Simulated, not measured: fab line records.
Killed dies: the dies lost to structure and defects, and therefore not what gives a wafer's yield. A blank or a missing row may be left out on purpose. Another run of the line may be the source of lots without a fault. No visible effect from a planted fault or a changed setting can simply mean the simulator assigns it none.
Which tool was responsible?	flow sky130	15 lots with 45 wafers sampled at 4 steps, on a route of 708 steps

## WHAT THE GAUGES SHOWED, per wafer
SKY_SD_N_OVL_MEAS_08. Usual: for SD_N_OVL the level is 0.2 nm and the standard deviation is 1.2.
lot	measured	on	SD_N_OVL (nm)	flag
L777	day 27 23:38	overlay-02	0.5 0.6 0.5	
L778	day 28 21:58	overlay-02	0.7 0.3 0.5	
L780	day 29 05:27	overlay-02	0.6 1.3 2.0	
L781	day 29 15:20	overlay-01	-1.4 -1.6 -2.4	
L782	day 30 02:14	overlay-02	0.2 -0.8 -1.0	
L783	day 30 04:47	overlay-01	0.0 -0.7 -1.8	
L784	day 30 17:02	overlay-02	0.2 -0.9 0.9	
L785	day 31 05:08	overlay-02	1.2 0.7 -0.6	
L789	day 32 08:56	overlay-02	0.1 1.6 0.5	
L790	day 32 14:08	overlay-01	0.1 -1.2 0.0	
L791	day 32 21:37	overlay-01	0.1 0.1 -0.8	
L797	day 34 12:23	overlay-02	0.0 0.0 0.1	
L798	day 34 19:04	overlay-02	0.0 -1.7 -0.5	
L799	day 35 01:03	overlay-01	0.8 -0.1 -0.6	
L800	day 35 09:35	overlay-02	1.5 0.3 1.3	

## WHICH TOOL RAN EACH LOT (tool, then ch and the chambers of the sampled wafers, then the start)
lot	SKY_LDD_LDN_STRIP_12	SKY_POLY_CUT_STRIP_12	SKY_SD_N_PEB_05
L777	plasma-asher-03 ch 0,1, day 23 00:42	plasma-asher-01 ch 0,1, day 24 06:51	litho-track-02 ch 0, day 27 23:13
L778	plasma-asher-02 ch 0,1, day 23 22:14	plasma-asher-02 ch 0,1, day 25 06:12	litho-track-03 ch 0, day 28 21:30
L780	plasma-asher-03 ch 0,1, day 24 06:43	plasma-asher-04 ch 0,1, day 25 14:34	litho-track-02 ch 0, day 29 05:05
L781	plasma-asher-02 ch 0,1, day 24 17:36	plasma-asher-02 ch 0,1, day 26 01:00	litho-track-02 ch 0, day 29 14:55
L782	plasma-asher-03 ch 0,1, day 25 04:39	plasma-asher-04 ch 0,1, day 26 12:13	litho-track-03 ch 0, day 30 01:50
L783	plasma-asher-03 ch 0,1, day 25 07:02	plasma-asher-04 ch 0,1, day 26 14:10	litho-track-04 ch 0, day 30 04:22
L784	plasma-asher-03 ch 0,1, day 25 20:18	plasma-asher-01 ch 0,1, day 27 03:43	litho-track-02 ch 0, day 30 16:38
L785	plasma-asher-03 ch 0,1, day 26 09:57	plasma-asher-04 ch 0,1, day 27 16:42	litho-track-04 ch 0, day 31 04:44
L789	plasma-asher-02 ch 0,1, day 27 15:42	plasma-asher-02 ch 0,1, day 28 21:57	litho-track-02, day 32 08:32
L790	plasma-asher-03 ch 1, day 27 21:03	plasma-asher-02 ch 0,1, day 29 03:21	litho-track-03, day 32 13:44
L791	plasma-asher-03 ch 0,1, day 28 04:08	plasma-asher-02 ch 0,1, day 29 10:28	litho-track-03, day 32 21:12
L797	plasma-asher-02 ch 0,1, day 29 22:35	plasma-asher-01 ch 0,1, day 31 04:04	litho-track-02 ch 0, day 34 11:58
L798	plasma-asher-02 ch 0,1, day 30 05:54	plasma-asher-04 ch 0,1, day 31 11:28	litho-track-04 ch 0, day 34 18:37
L799	plasma-asher-03 ch 0,1, day 30 11:16	plasma-asher-01 ch 0,1, day 31 17:17	litho-track-04 ch 0, day 35 00:40
L800	plasma-asher-04 ch 0,1, day 30 22:16	plasma-asher-02 ch 0,1, day 32 02:47	litho-track-03 ch 0, day 35 09:12
- SKY_LDD_LDN_STRIP_12: strips in O2/N2.
- SKY_POLY_CUT_STRIP_12: strips in O2/N2.
- SKY_SD_N_PEB_05

## AS READ BY THE TOOLS THEMSELVES (means over the sampled wafers that have a number; for cases with no such wafer, the mark the record gives instead)
SKY_LDD_LDN_STRIP_12. Usual: drypump-motor-current-A 5.5 A, standard deviation 0.31; oes-product-au 0.716 a.u., standard deviation 0.0044; strip-time-to-endpoint-s 14.18 s, standard deviation 0.038.
lot	tool	drypump-motor-current-A (A)	oes-product-au (a.u.)	strip-time-to-endpoint-s (s)	flag
L777	plasma-asher-03	5.3	0.717	14.15	
L778	plasma-asher-02	5.6	0.717	14.18	
L780	plasma-asher-03	5.4	0.716	14.17	
L781	plasma-asher-02	5.9	0.718	14.15	
L782	plasma-asher-03	5.3	0.716	14.16	
L783	plasma-asher-03	5.3	0.715	14.19	
L784	plasma-asher-03	5.5	0.715	14.25	
L785	plasma-asher-03	5.4	0.718	14.11	
L789	plasma-asher-02	5.8	0.712	14.22	
L790	plasma-asher-03	5.1	0.717	14.22	
L791	plasma-asher-03	5.5	0.714	14.15	
L797	plasma-asher-02	5.8	0.720	14.15	
L798	plasma-asher-02	5.6	0.712	14.14	
L799	plasma-asher-03	5.3	0.716	14.11	
L800	plasma-asher-04	5.2	0.716	14.17	

SKY_POLY_CUT_STRIP_12. Usual: drypump-motor-current-A 5.6 A, standard deviation 0.48; oes-product-au 0.453 a.u., standard deviation 0.0045; strip-time-to-endpoint-s 5.356 s, standard deviation 0.018.
lot	tool	drypump-motor-current-A (A)	oes-product-au (a.u.)	strip-time-to-endpoint-s (s)	flag
L777	plasma-asher-01	6.1	0.451	5.338	
L778	plasma-asher-02	5.9	0.454	5.363	
L780	plasma-asher-04	5.4	0.453	5.385	
L781	plasma-asher-02	5.8	0.454	5.364	
L782	plasma-asher-04	5.3	0.453	5.359	
L783	plasma-asher-04	5.5	0.455	5.359	
L784	plasma-asher-01	6.1	0.452	5.356	
L785	plasma-asher-04	5.2	0.451	5.362	
L789	plasma-asher-02	5.8	0.451	5.359	
L790	plasma-asher-02	5.9	0.451	5.350	
L791	plasma-asher-02	5.8	0.451	5.343	
L797	plasma-asher-01	6.1	0.457	5.323	
L798	plasma-asher-04	5.2	0.453	5.359	
L799	plasma-asher-01	5.7	0.457	5.348	
L800	plasma-asher-02	5.8	0.448	5.358	

SKY_SD_N_PEB_05. Usual: exhaust-pa reads 45.2 Pa (standard deviation 1).
lot	tool	exhaust-pa (Pa)	flag
L777	litho-track-02	45.2	
L778	litho-track-03	45.1	
L780	litho-track-02	45.2	
L781	litho-track-02	45.9	
L782	litho-track-03	44.1	
L783	litho-track-04	46.0	
L784	litho-track-02	46.5	
L785	litho-track-04	44.6	
L789	litho-track-02	-	OFF
L790	litho-track-03	-	OFF
L791	litho-track-03	-	OFF
L797	litho-track-02	46.9	
L798	litho-track-04	45.0	
L799	litho-track-04	44.9	
L800	litho-track-03	45.6	

## THE ANSWER, worked out from the rows above alone
Rule: take the mean of a lot's wafers that have a number; if it is more than 3 standard deviations from the usual mean, the lot is off. A lot without any number at a reading at which 4 lots or more have one is off too. Where the step has rows for the other lots, those lots are counted as sound. The gauges are gone through in route order, then the tools' own readings, and for those a lot's mean is taken as printed above. The first step at which some lot is off is used, and at that step the reading that is off furthest; a lot without a number counts as furthest.
Off at SKY_SD_N_PEB_05 (exhaust-pa): L789, L790, L791. Without a number there: L789, L790, L791.
If a tool, at that step or one of the process steps before it, ran each lot that is off and ran no sound lot following the first of them, it fits. No candidate that was tried fits.

## WHAT THE SIMULATOR HAD INSERTED
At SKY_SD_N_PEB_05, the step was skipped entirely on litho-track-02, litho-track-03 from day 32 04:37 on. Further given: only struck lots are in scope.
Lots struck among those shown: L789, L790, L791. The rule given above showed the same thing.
